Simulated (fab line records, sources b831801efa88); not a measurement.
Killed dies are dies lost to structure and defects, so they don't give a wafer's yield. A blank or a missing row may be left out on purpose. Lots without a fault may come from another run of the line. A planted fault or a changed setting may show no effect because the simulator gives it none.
fab line records | flow sky130
record lots=14 wafers=42 last_day=50
route steps=708 shown VIA4@640 METAL5@663
lots that met no fault: from a run of the same line without faults
start_h: hours from the record's first day to the start of the lot's first wafer shown | wait_h: hours since the lot's step before | " the same as in the row above | L1.1+2: a row that stands for several wafers | - no value, or no start given | * or withheld: withheld | < > ~ a bound
route shown NAME@n: a module of which the file shows steps, and the number in the route of the first | usual: mean/standard deviation of fault-free wafers | same: alike in all rows | chamber/n: place in a boat | sites: the reading at each site | _std_site: their standard deviation | _edge_site: outer sites' mean less inner sites' | radius_mm: how far each site lies from the wafer's centre | mask NAME#n: copy n | behind: the tool/chamber that last shaped the wafer | hold: why the lot was held/for how many hours/how that ended | device: the transistor (n, p or np) that didn't switch | end of line: the same wafers' tests at the end of the route | a step without rows: its recipe alone | killed: dies lost to structure and defects at the first sort, not the wafer's yield | map: a wafer's dies, x killed, . not, _ none there
set.NAME: the setting as run; set.NAME@STEP: as run at that earlier step | model.NAME: the simulator's own value behind a step, which no gauge read
steps of the route over a sample of lots; a table a step, a row a wafer
services: from which hour (start_h, from the record's first day; less than 0 if before it) a tool's chamber was out of use, for how many hours, and why
## steps
# step SKY_VIA4_THK_MEAS_01
# recipe reads=SiO2_of_VIA4_HDPCVD_00
# usual VIA4_HDPCVD_THK=1742/15
# columns lot.wafer tool chamber start_h wait_h VIA4_HDPCVD_THK[nm]
L535.2 film_metro-04 - 978.33 0.1 1735
L535.5 " - " " 1729
L535.6 " - " " 1756
L536.2 film_metro-04 - 987.63 0.1 1757
L536.3 " - " " 1756
L536.6 " - " " 1768
L538.2 film_metro-04 - 1013.59 0.1 1760
L538.4 " - " " 1762
L538.5 " - " " 1743
L539.1 film_metro-02 - 1019.61 0.1 1754
L539.2 " - " " 1747
L539.4 " - " " 1735
L542.1 film_metro-01 - 1022.31 0.1 1731
L542.3 " - " " 1745
L542.4 " - " " 1734
L543.1 film_metro-01 - 1038.10 0.1 1744
L543.5 " - " " 1748
L543.6 " - " " 1754
L546.4 film_metro-01 - 1049.11 0.0 1749
L546.5 " - " " 1744
L546.6 " - " " 1726
L545.1 film_metro-04 - 1050.33 0.1 1749
L545.4 " - " " 1745
L545.5 " - " " 1710
L549.3 film_metro-04 - 1091.25 0.1 1693
L549.4 " - " " 1710
L549.5 " - " " 1718
L553.3 film_metro-01 - 1094.43 0.1 1718
L553.4 " - " " 1713
L553.6 " - " " 1738
L554.3 film_metro-02 - 1094.78 0.1 1745
L554.4 " - " " 1731
L554.5 " - " " 1765
L556.2 film_metro-02 - 1111.12 0.1 1739
L556.3 " - " " 1740
L556.6 " - " " 1746
L557.4 film_metro-01 - 1115.61 0.0 1756
L557.5 " - " " 1783
L557.6 " - " " 1779
L558.1 film_metro-01 - 1117.80 0.1 1749
L558.3 " - " " 1723
L558.4 " - " " 1765
# step SKY_VIA4_THK_MEAS_20
# recipe thk_meas_gauge=xrf reads=W_of_VIA4_CVD_18
# usual VIA4_W_THK=513/5.5
# columns lot.wafer tool chamber start_h wait_h VIA4_W_THK[nm]
L535.2 film_metro-01 - 1002.54 0.1 514
L535.5 " - " " 517
L535.6 " - " " 508
L536.2 film_metro-01 - 1012.02 0.1 507
L536.3 " - " " 514
L536.6 " - " " 516
L538.2 film_metro-02 - 1037.21 0.1 504
L538.4 " - " " 511
L538.5 " - " " 510
L539.1 film_metro-02 - 1042.43 0.1 517
L539.2 " - " " 514
L539.4 " - " " 508
L542.1 film_metro-01 - 1046.53 0.1 525
L542.3 " - " " 526
L542.4 " - " " 527
L543.1 film_metro-01 - 1060.68 0.1 512
L543.5 " - " " 511
L543.6 " - " " 518
L546.4 film_metro-01 - 1070.95 0.1 503
L546.5 " - " " 500
L546.6 " - " " 507
L545.1 film_metro-02 - 1072.38 0.1 512
L545.4 " - " " 523
L545.5 " - " " 517
L549.3 film_metro-02 - 1113.68 0.1 510
L549.4 " - " " 499
L549.5 " - " " 505
L554.3 film_metro-04 - 1116.26 0.1 520
L554.4 " - " " 514
L554.5 " - " " 518
L553.3 film_metro-01 - 1116.35 0.1 514
L553.4 " - " " 506
L553.6 " - " " 501
L556.2 film_metro-01 - 1131.59 0.1 520
L556.3 " - " " 513
L556.6 " - " " 510
L557.4 film_metro-01 - 1136.71 0.1 509
L557.5 " - " " 503
L557.6 " - " " 511
L558.1 film_metro-02 - 1138.39 0.1 512
L558.3 " - " " 507
L558.4 " - " " 518
# step SKY_METAL5_SPUTTER_02
# recipe material=AlCu target_thk_nm=1150 power_w=10600 time_s=61.2 chamber_pressure_pa=0.4
# usual throttle_valve_pct=30.0/0.93
# columns lot.wafer tool chamber start_h wait_h throttle_valve_pct
L535.2 pvd_sputter-04 - 1002.93 0.0 29.7
L535.5 " - " " 30.0
L535.6 " - " " 29.2
L536.2 pvd_sputter-02 - 1012.42 0.0 30.5
L536.3 " - " " 31.7
L536.6 " - " " 29.4
L538.2 pvd_sputter-02 - 1037.89 0.0 29.5
L538.4 " - " " 30.6
L538.5 " - " " 30.8
L539.1 pvd_sputter-02 - 1042.84 0.0 30.9
L539.2 " - " " 31.7
L539.4 " - " " 31.1
L542.1 pvd_sputter-01 - 1046.93 0.0 31.0
L542.3 " - " " 30.0
L542.4 " - " " 29.0
L543.1 pvd_sputter-04 - 1061.08 0.0 29.1
L543.5 " - " " 29.6
L543.6 " - " " 29.2
L546.4 pvd_sputter-01 - 1071.45 0.0 28.9
L546.5 " - " " 31.2
L546.6 " - " " 29.9
L545.1 pvd_sputter-02 - 1072.78 0.0 30.7
L545.4 " - " " 31.3
L545.5 " - " " 29.5
L549.3 pvd_sputter-01 - 1114.30 0.0 31.3
L549.4 " - " " 29.2
L549.5 " - " " 28.4
L554.3 pvd_sputter-01 - 1117.09 0.0 29.4
L554.4 " - " " 28.7
L554.5 " - " " 28.7
L553.3 pvd_sputter-01 - 1117.30 0.0 31.3
L553.4 " - " " 30.0
L553.6 " - " " 29.1
L556.2 pvd_sputter-02 - 1131.98 0.0 29.4
L556.3 " - " " 32.0
L556.6 " - " " 29.5
L557.4 pvd_sputter-04 - 1137.37 0.0 29.5
L557.5 " - " " 30.1
L557.6 " - " " 30.0
L558.1 pvd_sputter-01 - 1138.80 0.0 28.5
L558.3 " - " " 29.9
L558.4 " - " " 28.9
# step SKY_METAL5_PEB_12
# recipe temp_c=withheld time_s=* resist=NOVOLAK
# usual chill_plate_temp_C=* exhaust_pa=45.1/0.88 resist_line_temp_C=*
# columns lot.wafer tool chamber start_h wait_h chill_plate_temp_C exhaust_pa resist_line_temp_C
L535.2 litho_track-03 0 1024.18 - * 45.3 *
L535.5 " 0 " " * 45.3 *
L535.6 " 0 " " * 43.9 *
L536.2 litho_track-04 0 1034.64 - * 44.4 *
L536.3 " 0 " " * 45.8 *
L536.6 " 0 " " * 45.0 *
L538.2 litho_track-02 0 1059.49 - * 45.7 *
L538.4 " 0 " " * 45.1 *
L538.5 " 0 " " * 46.1 *
L539.1 litho_track-04 0 1064.96 - * 44.2 *
L539.2 " 0 " " * 44.1 *
L539.4 " 0 " " * 43.8 *
L542.1 litho_track-03 0 1067.45 - * 44.9 *
L542.3 " 0 " " * 45.9 *
L542.4 " 0 " " * 45.4 *
L543.1 litho_track-02 0 1080.82 - * 44.6 *
L543.5 " 0 " " * 45.0 *
L543.6 " 0 " " * 44.5 *
L546.4 litho_track-04 0 1091.94 - * 45.3 *
L546.5 " 0 " " * 45.0 *
L546.6 " 0 " " * 45.2 *
L545.1 litho_track-03 0 1093.00 - * 45.3 *
L545.4 " 0 " " * 46.5 *
L545.5 " 0 " " * 44.9 *
L549.3 litho_track-03 0 1132.90 - * 45.0 *
L549.4 " 0 " " * 44.8 *
L549.5 " 0 " " * 45.2 *
L554.3 litho_track-02 - 1136.02 - - - -
L554.4 " - " " - - -
L554.5 " - " " - - -
L553.3 litho_track-04 - 1136.16 - - - -
L553.4 " - " " - - -
L553.6 " - " " - - -
L556.2 litho_track-03 0 1149.83 - * 46.1 *
L556.3 " 0 " " * 47.4 *
L556.6 " 0 " " * 44.4 *
L557.4 litho_track-03 0 1156.28 - * 45.0 *
L557.5 " 0 " " * 44.5 *
L557.6 " 0 " " * 44.9 *
L558.1 litho_track-03 0 1157.20 - * 45.2 *
L558.3 " 0 " " * 45.7 *
L558.4 " 0 " " * 45.6 *
## services
# columns tool chamber start_h hours kind
pvd_sputter-02 - 980.54 13.6 repair
pvd_sputter-04 - 1044.59 3.3 repair
pvd_sputter-02 - 1053.78 0.6 repair
pvd_sputter-04 - 1079.99 20.8 repair
pvd_sputter-02 - 1116.55 8.4 repair
pvd_sputter-02 - 1137.56 0.7 repair
## key
first_sign step=SKY_METAL5_PEB_12 reading=tool_record direction=missing
effect none on later readings
met_at SKY_METAL5_PEB_12
struck_lots L553,L554
sort_left_out L553.3,L553.4,L553.6,L554.3,L554.4,L554.5
not_acting_at SKY_VIA4_THK_MEAS_01,SKY_VIA4_THK_MEAS_20,SKY_METAL5_SPUTTER_02
onset_between 1091.94 1136.02
fault kind=skipped_step_whole tool=litho_track-02,litho_track-04 chamber=- onset_h=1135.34 steps=SKY_METAL5_PEB_12 scope=struck_lots_only
# sort_left_out: the simulated sort isn't trusted on such a fault, so these wafers' sort isn't shown, and their yield isn't known
